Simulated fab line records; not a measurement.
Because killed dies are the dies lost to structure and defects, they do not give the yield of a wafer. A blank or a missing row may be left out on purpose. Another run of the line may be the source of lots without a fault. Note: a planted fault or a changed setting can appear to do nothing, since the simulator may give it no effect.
A lot that was struck, set against a sound lot / flow gf180mcu / 15 out of 602 route steps
Sound: these wafers, L836.1, L836.2, L836.4. Struck: wafer L844.6 (left out: L844.3, L844.5 of the same lot, which were not struck); the cause appears at the end.
Per side, at each step with rows, come the tool, then ch with its chambers, and then its first start. Under that, the readings that differ: sound wafers / struck wafers / difference of the means / sigmas: that difference in standard deviations of wafers without a fault.
alike: same words and numbers on both sides, and readings whose means sit less than 2 such deviations apart. not compared: any withheld reading, any reading some wafer has no value for, any bound like >300 that may hide the same value, and any number with overlapping values for which the record gives no deviation.
Wherever a step has rows on one side only, a row that says differs or no value, or a row with sigmas, the two part there. Numbers that don't overlap but have no deviation are shown without sigmas and don't part them. A reading that every wafer of one side lacks parts them only if that side has two wafers or more.

first, 4 steps without rows for these wafers: GF_CONTACT_SOFTBAKE_10 (time 60 s); GF_CONTACT_EXPOSE_11 (exposes mask Contact, target cd 220 nm); GF_CONTACT_PEB_12 (peb time 90 s); GF_CONTACT_DEVELOP_13 (develop time 60 s).
GF_CONTACT_CD_MEAS_14: the cd target is 220 nm.
  sound: cd sem-02 at day 19 02:34; struck: cd sem-01 at day 22 05:08
  alike: cd nm
GF_CONTACT_OVL_MEAS_15:
  sound: overlay-02 at day 19 02:41; struck: overlay-02 at day 22 05:14
  alike: CONTACT_OVL
GF_CONTACT_ETCH_16: etches BARC in N2/H2.
  sound on rie diel-02 ch 0,2,3, day 19 02:44; struck on rie diel-02 ch 1, day 22 05:16
  alike: drypump motor current A, oes product au, throttle valve pct
GF_CONTACT_ETCH_17: etches SiO2 in C4F8/O2/Ar, stops on CoSi2, target depth 860 nm.
  sound on rie diel-02 ch 0,2,3; struck on rie diel-02 ch 1
  alike: oes product au
GF_CONTACT_STRIP_18: strips in O2/N2.
  sound on plasma asher-02 ch 0,1, day 19 02:53; struck on plasma asher-02 ch 1, day 22 05:27
  alike: drypump motor current A, heater power w, oes product au
  not compared: rf hours counter h
then, 3 steps without rows for these wafers: GF_CONTACT_CLEAN_19 (cleans in SPM); GF_CONTACT_CLEAN_20 (cleans in DIW); GF_CONTACT_CLEAN_21 (cleans in dHF, time 20 s).
GF_CONTACT_SPUTTER_22: material Ti, target thk 15 nm, time 80.02 s.
  sound: pvd sputter-03 at day 19 03:12; struck: pvd sputter-01 at day 22 05:44
reading=model.Ti_of_CONTACT_SPUTTER_22.thk nm (nm); sound=14.63 14.96 14.71; struck=24.36; difference=+9.59; sigmas=
  alike: chamber pressure pa, throttle valve pct
GF_CONTACT_SPUTTER_23: material TiN, target thk 10 nm, time 40 s.
  sound: pvd sputter-03 at day 19 03:16; struck: pvd sputter-01 at day 22 05:47
  alike: chamber pressure pa, throttle valve pct
-- the record jumps here: 11 days lie between the struck wafers' starts before and after (it left off in module CONTACT and takes up again in module PASSIVATION, whose first step shown is number 602 of the route) --
GF_PASSIVATION_PROBE_99:
  the record has rows for the struck wafers here (prober-02, day 33 12:16) and none for the sound ones

WHERE THEY PART
At GF_PASSIVATION_PROBE_99 and nowhere else, as far as this record goes.

WHY: what had been put in by the simulator
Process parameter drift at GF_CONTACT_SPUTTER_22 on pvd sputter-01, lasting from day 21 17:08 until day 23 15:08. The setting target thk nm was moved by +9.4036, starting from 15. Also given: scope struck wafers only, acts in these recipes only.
